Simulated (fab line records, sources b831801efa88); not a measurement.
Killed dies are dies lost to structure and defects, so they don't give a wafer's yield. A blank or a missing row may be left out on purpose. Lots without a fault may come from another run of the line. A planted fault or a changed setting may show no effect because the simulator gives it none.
fab line records | flow gf180mcu
record lots=12 wafers=35 last_day=34
route steps=602 shown SALICIDE@282 CONTACT@311 M1@321 V1@350
lots that met no fault: from a run of the same line without faults
start_h: hours from the record's first day to the start of the lot's first wafer shown | wait_h: hours since the lot's step before | " the same as in the row above | L1.1+2: a row that stands for several wafers | - no value, or no start given | * or withheld: withheld | < > ~ a bound
route shown NAME@n: a module of which the file shows steps, and the number in the route of the first | usual: mean/standard deviation of fault-free wafers | same: alike in all rows | chamber/n: place in a boat | sites: the reading at each site | _std_site: their standard deviation | _edge_site: outer sites' mean less inner sites' | radius_mm: how far each site lies from the wafer's centre | mask NAME#n: copy n | behind: the tool/chamber that last shaped the wafer | hold: why the lot was held/for how many hours/how that ended | device: the transistor (n, p or np) that didn't switch | end of line: the same wafers' tests at the end of the route | a step without rows: its recipe alone | killed: dies lost to structure and defects at the first sort, not the wafer's yield | map: a wafer's dies, x killed, . not, _ none there
set.NAME: the setting as run; set.NAME@STEP: as run at that earlier step | model.NAME: the simulator's own value behind a step, which no gauge read
steps of the route over a sample of lots; a table a step, a row a wafer
services: from which hour (start_h, from the record's first day; less than 0 if before it) a tool's chamber was out of use, for how many hours, and why
## steps
# step GF_SALICIDE_RS_MEAS_04
# recipe thk_meas_gauge=four-point-probe reads=TiN_of_SALICIDE_SPUTTER_03+Co_of_SALICIDE_SPUTTER_02
# usual SALICIDE_TIN_RS=16.3/0.33
# columns lot.wafer tool chamber start_h wait_h SALICIDE_TIN_RS[ohm/sq]
L451.3 film_metro-01 - 334.72 0.1 16.0
L451.5 " - " " 16.0
L451.6 " - " " 15.9
L452.2 film_metro-01 - 349.93 0.0 16.3
L452.3 " - " " 16.1
L452.5 " - " " 16.2
L453.4 film_metro-02 - 353.52 0.1 15.8
L453.5 " - " " 15.9
L453.6 " - " " 16.0
L454.1 film_metro-01 - 363.20 0.0 16.7
L454.2 " - " " 16.8
L454.5 " - " " 16.3
L455.1 film_metro-02 - 377.05 0.0 16.7
L455.3 " - " " 16.6
L455.5 " - " " 16.7
L458.2 film_metro-02 - 397.24 0.0 16.0
L458.3 " - " " 16.0
L458.6 " - " " 15.8
L459.1 film_metro-02 - 411.45 0.0 16.1
L459.2 " - " " 16.5
L459.3 " - " " 16.0
L460.3 film_metro-03 - 411.91 0.1 16.5
L460.4 " - " " 16.4
L460.6 " - " " 16.7
L461.3 film_metro-02 - 424.68 0.1 16.1
L461.4 " - " " 16.0
L468.4 film_metro-03 - 503.65 0.1 16.1
L468.5 " - " " 16.0
L468.6 " - " " 16.0
L470.3 film_metro-03 - 509.18 0.1 16.5
L470.5 " - " " 16.9
L470.6 " - " " 16.6
L474.1 film_metro-03 - 543.89 0.0 16.1
L474.2 " - " " 16.2
L474.4 " - " " 15.9
# step GF_CONTACT_CVD_24
# recipe material=W target_thk_nm=300 time_s=90.339 temp_c=400 pressure_torr=40
# usual heater_power_w=919/69
# columns lot.wafer tool chamber start_h wait_h heater_power_w
L451.3 cvd_w-01 0 358.87 0.1 943
L451.5 " 0 " " 905
L451.6 " 1 " " 1000
L452.2 cvd_w-02 0 373.96 0.0 869
L452.3 " 1 " " 999
L452.5 " 1 " " 985
L453.4 cvd_w-02 1 377.54 0.1 969
L453.5 " 1 " " 994
L453.6 " 0 " " 842
L454.1 cvd_w-01 0 386.72 0.0 896
L454.2 " 1 " " 988
L454.5 " 0 " " 895
L455.1 cvd_w-02 1 401.32 0.0 970
L455.3 " 1 " " 983
L455.5 " 1 " " 989
L458.2 cvd_w-02 1 422.72 0.0 983
L458.3 " 1 " " 980
L458.6 " 1 " " 999
L459.1 cvd_w-02 1 436.96 0.0 986
L459.2 " 0 " " 857
L459.3 " 1 " " 964
L460.3 cvd_w-02 1 438.36 0.1 976
L460.4 " 0 " " 858
L460.6 " 1 " " 991
L461.3 cvd_w-02 0 450.79 0.1 839
L461.4 " 1 " " 995
L468.4 cvd_w-02 1 528.16 0.1 972
L468.5 " 0 " " 856
L468.6 " 1 " " 989
L470.3 cvd_w-02 1 534.46 0.1 961
L470.5 " 0 " " 875
L470.6 " 1 " " 991
L474.1 cvd_w-02 1 567.61 0.0 985
L474.2 " 0 " " 858
L474.4 " 0 " " 847
# step GF_CONTACT_RS_MEAS_25
# recipe thk_meas_gauge=four-point-probe reads=W_of_CONTACT_CVD_24+TiN_of_CONTACT_SPUTTER_23+Ti_of_CONTACT_SPUTTER_22
# usual CONTACT_W_RS=0.383/0.0035
# columns lot.wafer tool chamber start_h wait_h hold CONTACT_W_RS[ohm/sq]
L451.3 film_metro-04 - 358.98 0.1 - 0.385
L451.5 " - " " - 0.386
L451.6 " - " " - 0.381
L452.2 film_metro-03 - 374.08 0.1 - 0.387
L452.3 " - " " - 0.385
L452.5 " - " " - 0.384
L453.4 film_metro-01 - 377.67 0.1 - 0.382
L453.5 " - " " - 0.384
L453.6 " - " " - 0.383
L454.1 film_metro-03 - 386.82 0.1 - 0.385
L454.2 " - " " - 0.381
L454.5 " - " " - 0.384
L455.1 film_metro-03 - 401.42 0.1 - 0.382
L455.3 " - " " - 0.382
L455.5 " - " " - 0.384
L458.2 film_metro-01 - 422.84 0.1 - 0.378
L458.3 " - " " - 0.383
L458.6 " - " " - 0.382
L459.1 film_metro-04 - 437.06 0.1 await_dispo/0.2h/release 0.385
L459.2 " - " " await_dispo/0.2h/release 0.368
L459.3 " - " " await_dispo/0.2h/release 0.389
L459.1 film_metro-04 - 437.53 0.4 - 0.386
L459.2 " - " " - 0.366
L459.3 " - " " - 0.388
L460.3 film_metro-04 - 438.47 0.1 await_dispo/0.2h/release 0.380
L460.4 " - " " await_dispo/0.2h/release 0.356
L460.6 " - " " await_dispo/0.2h/release 0.377
L460.3 film_metro-04 - 438.84 0.3 - 0.380
L460.4 " - " " - 0.356
L460.6 " - " " - 0.379
L461.3 film_metro-04 - 450.90 0.1 await_dispo/0.2h/release 0.387
L461.4 " - " " await_dispo/0.2h/release 0.357
L461.3 film_metro-04 - 451.19 0.3 - 0.388
L461.4 " - " " - 0.357
L468.4 film_metro-03 - 528.29 0.1 - 0.385
L468.5 " - " " - 0.384
L468.6 " - " " - 0.385
L470.3 film_metro-04 - 534.57 0.1 - 0.383
L470.5 " - " " - 0.390
L470.6 " - " " - 0.390
L474.1 film_metro-03 - 567.71 0.1 - 0.389
L474.2 " - " " - 0.386
L474.4 " - " " - 0.390
# step GF_CONTACT_THK_MEAS_26
# recipe thk_meas_gauge=xrf reads=W_of_CONTACT_CVD_24
# usual CONTACT_W_THK=302/3.5
# columns lot.wafer tool chamber start_h wait_h hold CONTACT_W_THK[nm]
L451.3 film_metro-04 - 359.08 0.1 - 302
L451.5 " - " " - 302
L451.6 " - " " - 304
L452.2 film_metro-03 - 374.19 0.1 - 303
L452.3 " - " " - 303
L452.5 " - " " - 304
L453.4 film_metro-01 - 377.76 0.1 - 299
L453.5 " - " " - 300
L453.6 " - " " - 300
L454.1 film_metro-03 - 386.94 0.1 - 305
L454.2 " - " " - 308
L454.5 " - " " - 305
L455.1 film_metro-03 - 401.54 0.1 - 304
L455.3 " - " " - 306
L455.5 " - " " - 305
L458.2 film_metro-01 - 422.95 0.1 - 305
L458.3 " - " " - 301
L458.6 " - " " - 304
L459.1 film_metro-04 - 439.86 2.3 await_dispo/0.2h/release 300
L459.2 " - " " await_dispo/0.2h/release 316
L459.3 " - " " await_dispo/0.2h/release 299
L459.1 film_metro-04 - 440.19 0.3 - 302
L459.2 " - " " - 314
L459.3 " - " " - 300
L460.3 film_metro-04 - 444.89 6.0 await_dispo/0.2h/release 303
L460.4 " - " " await_dispo/0.2h/release 326
L460.6 " - " " await_dispo/0.2h/release 306
L460.3 film_metro-04 - 445.11 0.2 - 305
L460.4 " - " " - 324
L460.6 " - " " - 306
L461.3 film_metro-04 - 454.28 3.1 await_dispo/0.2h/release 300
L461.4 " - " " await_dispo/0.2h/release 326
L461.3 film_metro-04 - 454.50 0.2 - 298
L461.4 " - " " - 325
L468.4 film_metro-03 - 528.38 0.1 - 300
L468.5 " - " " - 302
L468.6 " - " " - 299
L470.3 film_metro-04 - 534.67 0.1 - 299
L470.5 " - " " - 293
L470.6 " - " " - 294
L474.1 film_metro-03 - 567.83 0.1 - 298
L474.2 " - " " - 300
L474.4 " - " " - 298
# step GF_CONTACT_CMP_27
# recipe stop_on=SiO2 down_force_psi=3.5 platen_rpm=60 t_overpolish_s=15 target_thk_nm=0 pad_velocity_m_s=0.94248
# usual motor_current_A=11.0/1.1
# columns lot.wafer tool chamber start_h wait_h hold motor_current_A
L451.3 cmp-02 3 359.22 0.1 - 10.6
L451.5 " 1 " " - 12.8
L451.6 " 2 " " - 11.2
L452.2 cmp-02 3 374.24 0.0 - 10.4
L452.3 " 0 " " - 11.4
L452.5 " 0 " " - 11.2
L453.4 cmp-02 0 377.94 0.2 - 11.9
L453.5 " 1 " " - 11.7
L453.6 " 2 " " - 10.1
L454.1 cmp-01 1 387.00 0.1 - 9.9
L454.2 " 2 " " - 11.8
L454.5 " 2 " " - 11.0
L455.1 cmp-02 1 401.65 0.1 - 13.5
L455.3 " 2 " " - 9.7
L455.5 " 1 " " - 12.3
L458.3 cmp-01 3 423.05 0.1 - 10.1
L458.2 " 0 " " - 11.6
L458.6 " 3 " " - 9.9
L459.2 cmp-01 1 443.66 3.5 await_dispo/3.1h/release 9.2
L459.1 " 2 " " await_dispo/3.1h/release 11.1
L459.3 " 0 " " await_dispo/3.1h/release 12.2
L460.4 cmp-01 0 447.21 2.1 await_dispo/2.1h/release 12.2
L460.3 " 1 " " await_dispo/2.1h/release 10.3
L460.6 " 1 " " await_dispo/2.1h/release 9.7
L461.3 cmp-02 3 456.26 1.7 await_dispo/1.3h/release 10.9
L461.4 " 1 " " await_dispo/1.3h/release 13.1
L468.4 cmp-02 1 528.41 0.0 - 12.5
L468.5 " 1 " " - 13.1
L468.6 " 2 " " - 10.4
L470.3 cmp-01 2 534.86 0.2 - 11.7
L470.5 " 3 " " - 9.5
L470.6 " 0 " " - 11.7
L474.4 cmp-02 1 567.94 0.1 - 12.8
L474.1 " 2 " " - 10.6
L474.2 " 3 " " - 10.7
# step GF_M1_THK_MEAS_06
# recipe thk_meas_gauge=xrf reads=AlCu_of_M1_SPUTTER_02
# usual M1_ALCU_THK=441/5.1
# columns lot.wafer tool chamber start_h wait_h M1_ALCU_THK[nm]
L451.3 film_metro-04 - 359.78 0.1 446
L451.5 " - " " 441
L451.6 " - " " 441
L452.2 film_metro-01 - 374.89 0.1 442
L452.3 " - " " 443
L452.5 " - " " 439
L453.4 film_metro-02 - 378.46 0.1 449
L453.5 " - " " 443
L453.6 " - " " 436
L454.1 film_metro-02 - 387.64 0.1 441
L454.2 " - " " 435
L454.5 " - " " 438
L455.1 film_metro-01 - 402.24 0.1 434
L455.3 " - " " 433
L455.5 " - " " 437
L458.2 film_metro-02 - 423.65 0.1 434
L458.3 " - " " 442
L458.6 " - " " 434
L459.1 film_metro-02 - 444.30 0.1 441
L459.2 " - " " 435
L459.3 " - " " 434
L460.3 film_metro-02 - 447.88 0.1 440
L460.4 " - " " 440
L460.6 " - " " 439
L461.3 film_metro-04 - 456.87 0.1 445
L461.4 " - " " 454
L468.4 film_metro-02 - 529.08 0.1 444
L468.5 " - " " 443
L468.6 " - " " 440
L470.3 film_metro-04 - 535.38 0.1 443
L470.5 " - " " 440
L470.6 " - " " 444
L474.1 film_metro-04 - 568.53 0.1 444
L474.2 " - " " 449
L474.4 " - " " 447
# step GF_V1_OVL_MEAS_15
# usual V1_OVL=1/5.3
# columns lot.wafer tool chamber start_h wait_h V1_OVL[nm]
L451.3 overlay-01 - 405.49 0.1 6
L451.5 " - " " 2
L451.6 " - " " 3
L452.2 overlay-01 - 421.43 0.1 -2
L452.3 " - " " 7
L452.5 " - " " 5
L453.4 overlay-02 - 426.04 0.1 2
L453.5 " - " " -2
L453.6 " - " " -5
L454.1 overlay-01 - 435.57 0.1 2
L454.2 " - " " -3
L454.5 " - " " -5
L455.1 overlay-01 - 451.13 0.1 8
L455.3 " - " " 6
L455.5 " - " " 9
L458.2 overlay-01 - 472.58 0.1 -8
L458.3 " - " " -7
L458.6 " - " " -5
L459.1 overlay-01 - 487.17 0.1 7
L459.2 " - " " 8
L459.3 " - " " -2
L460.3 overlay-01 - 488.79 0.1 3
L460.4 " - " " 6
L460.6 " - " " 6
L461.3 overlay-02 - 500.19 0.1 5
L461.4 " - " " -4
L468.4 overlay-01 - 574.94 0.1 -2
L468.5 " - " " 5
L468.6 " - " " -3
L470.3 overlay-01 - 581.44 0.1 3
L470.5 " - " " 5
L470.6 " - " " 0
L474.1 overlay-02 - 611.87 0.1 -11
L474.2 " - " " -8
L474.4 " - " " -8
## services
# columns tool chamber start_h hours kind
cvd_w-02 1 361.44 5.1 repair
cvd_w-02 - 366.21 0.3 repair
cvd_w-01 - 367.23 1.7 repair
cmp-01 - 368.18 0.7 repair
cmp-01 - 386.20 0.6 repair
cvd_w-01 - 386.87 1.0 repair
cvd_w-01 - 390.00 14.0 pm
cvd_w-01 0 390.00 14.0 vent_cycle
cvd_w-01 1 390.00 14.0 vent_cycle
cmp-02 - 401.90 7.8 pm
cvd_w-01 0 404.00 - clean
cvd_w-01 1 404.00 - clean
cmp-02 - 409.66 4.0 pm
cmp-02 - 413.66 - consumable_replace:conditioner
cmp-02 - 413.66 - consumable_replace:pad
cvd_w-01 1 443.44 13.0 repair
cvd_w-01 - 448.14 4.3 pm
cmp-01 - 451.31 0.3 repair
cvd_w-01 - 478.47 0.5 repair
cvd_w-02 - 479.13 6.0 pm
cmp-02 - 500.61 1.5 repair
cmp-02 - 502.16 1.2 repair
cmp-01 - 531.35 0.9 repair
## key
first_sign step=GF_CONTACT_RS_MEAS_25 reading=visit direction=added
effect step=GF_CONTACT_RS_MEAS_25 reading=CONTACT_W_RS direction=down sigmas=6.6 usual=0.383 struck=0.360
effect step=GF_CONTACT_THK_MEAS_26 reading=visit direction=added
effect step=GF_CONTACT_THK_MEAS_26 reading=CONTACT_W_THK direction=up sigmas=5.9 usual=302 struck=322
effect step=GF_CONTACT_CMP_27 reading=hold direction=added
met_at GF_CONTACT_CVD_24
struck_lots L459,L460,L461
struck_wafers L459.2,L460.4,L461.4
tester_left_out L459,L460,L461
not_acting_at GF_SALICIDE_RS_MEAS_04,GF_M1_THK_MEAS_06,GF_V1_OVL_MEAS_15
onset_between 422.72 436.96
fault kind=process_parameter_drift tool=cvd_w-02 chamber=- onset_h=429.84 steps=GF_CONTACT_CVD_24 channel=target_thk_nm offset=20.192 shape=step end_h=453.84 scope=struck_wafers_only acts_in=these_recipes_only stated=300
# tester_left_out: of these lots the tester's yield and bins aren't shown, on N5 and GAA mostly nor the transistor test; their killed dies are dies lost to structure and defects alone, not to doping, threshold or leakage, so they don't give the yield
